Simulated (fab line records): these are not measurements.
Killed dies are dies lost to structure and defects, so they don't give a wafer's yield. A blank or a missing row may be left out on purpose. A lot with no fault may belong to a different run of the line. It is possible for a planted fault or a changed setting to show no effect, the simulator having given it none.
A lot that was struck, set against a sound lot ; flow sfq line ; 17 steps out of a route of 325
Sound: the wafers L283.2, L283.3, L283.6. Struck: wafer L295.5 (left out: L295.3, L295.4 of the same lot, which were not struck); the cause appears at the end.
For every step that has rows: the tool of each side, followed by ch and its chambers, followed by its first start. Under that, the readings that differ: sound wafers ; struck wafers ; difference of the means ; sigmas: that difference in standard deviations of wafers without a fault.
alike: same words and numbers on both sides, and readings whose means sit less than 2 such deviations apart. not compared: any withheld reading, any reading some wafer has no value for, any bound like >300 that may hide the same value, and any number with overlapping values for which the record gives no deviation.
Wherever a step has rows on one side only, a row that says differs or no value, or a row with sigmas, the two part there. When numbers do not overlap yet have no deviation, they are printed without sigmas and do not part them. A reading that every wafer of one side lacks parts them only if that side has two wafers or more.

SFQ_TRILAYER_C5_BARC_OPEN_VIA_ETCH_210: etches BARC in O2, target depth 125 nm, time 41.7 s.
  sound on rie diel-02 ch 0,2,3, day 65 05:58; struck on rie diel-04 ch 1, day 77 21:49
  alike: bias w, drypump motor current A, oes product au
  not compared: rf hours counter h
SFQ_TRILAYER_C5_ETCH_VIA_ETCH_154: etches SiO2 in CHF3, stops on Nb, target depth 84 nm.
  sound on rie diel-02 ch 0,2,3, day 65 06:01; struck on rie diel-04 ch 1, day 77 21:51
  alike: bias w, drypump motor current A, oes product au
SFQ_TRILAYER_C5_STRIP_STRIP_155: strips in O2.
  sound on rie metal-01 ch 0,1, day 65 06:03; struck on rie metal-03 ch 1, day 77 22:06
  alike: drypump motor current A, oes product au
  not compared: rf hours counter h
then, 2 steps without rows for these wafers: SFQ_TRILAYER_C5_STRIP_SOLV_CLEAN_156 (cleans in NMP, time 600 s); SFQ_TRILAYER_M6_DEP_PRE_CLEAN_158 (time 22.5 s).
SFQ_TRILAYER_M6_DEP_SPUTTER_157: material Nb, target thk 200 nm, time 133.3 s.
  sound on pvd sputter-06, day 65 06:52; struck on pvd sputter-03, day 77 22:43
reading;sound;struck;difference;sigmas
chamber pressure pa (Pa);0.13336 0.13312 0.13309;0.13394;+0.00075;+3
  alike: throttle valve pct
SFQ_M6_RS_MEAS_938: the measuring method here is four-point-probe.
  sound on film metro-03, day 65 06:59; struck on film metro-01, day 77 22:50
  alike: M6_NB_RS
then, 4 steps without rows for these wafers: SFQ_TRILAYER_M6_LITHO_COAT_164 (resist thk 62 nm); SFQ_TRILAYER_M6_LITHO_COAT_159 (resist thk 600 nm); SFQ_TRILAYER_M6_LITHO_SOFTBAKE_163; SFQ_TRILAYER_M6_LITHO_EXPOSE_160 (exposes mask M6, target cd 500 nm).
-- the record jumps here: 4 days lie between the struck wafers' starts before and after --
SFQ_TRILAYER_M6_LITHO_PEB_162: peb time 60 s.
  sound on litho track-02 ch 0, day 70 15:59; struck on litho track-02 ch 0, day 81 18:39
reading;sound;struck;difference;sigmas
heater power total W (W);79.20 79.10 79.09;80.90;+1.77;+30
  not compared: plate temp C
then, 1 step without rows for these wafers: SFQ_TRILAYER_M6_LITHO_DEVELOP_161 (time 60 s).
SFQ_M6_OVL_MEAS_940:
  sound on overlay-02, day 70 16:16; struck on overlay-01, day 81 18:55
  alike: M6_OVL
SFQ_TRILAYER_M6_BARC_OPEN_METAL_ETCH_206: etches BARC in O2, target depth 125 nm, time 41.7 s.
  sound on rie metal-02 ch 0,1, day 70 16:18; struck on rie metal-02 ch 1, day 81 18:57
reading;sound;struck;difference;sigmas
model.M6.cd nm (nm);498.6 501.2 500.9;510;+10;
  alike: bias w, drypump motor current A, oes product au
  not compared: rf hours counter h
SFQ_TRILAYER_M6_ETCH_METAL_ETCH_162: etches Nb in Cl2/Ar, stops on SiO2, target depth 240 nm, time 120 s.
  sound on rie metal-02 ch 0,1, day 70 16:22; struck on rie metal-02 ch 1, day 81 19:02
reading;sound;struck;difference;sigmas
model.M6.cd nm (nm);498.8 502.2 502.7;512;+11;
  alike: bias w, drypump motor current A, oes product au
  not compared: rf hours counter h
SFQ_TRILAYER_M6_STRIP_STRIP_163: strips in O2.
  sound on rie metal-02 ch 0,1, day 70 16:29; struck on rie metal-02 ch 1, day 81 19:19
  alike: drypump motor current A, oes product au
  not compared: rf hours counter h

WHERE THEY PART
At SFQ_TRILAYER_M6_DEP_SPUTTER_157 first; at SFQ_TRILAYER_M6_LITHO_PEB_162 last (within this record only). Later steps at which nothing parts them and some readings are alike: SFQ_M6_OVL_MEAS_940, SFQ_TRILAYER_M6_BARC_OPEN_METAL_ETCH_206, SFQ_TRILAYER_M6_ETCH_METAL_ETCH_162, SFQ_TRILAYER_M6_STRIP_STRIP_163.

WHY: the cause the simulator had injected
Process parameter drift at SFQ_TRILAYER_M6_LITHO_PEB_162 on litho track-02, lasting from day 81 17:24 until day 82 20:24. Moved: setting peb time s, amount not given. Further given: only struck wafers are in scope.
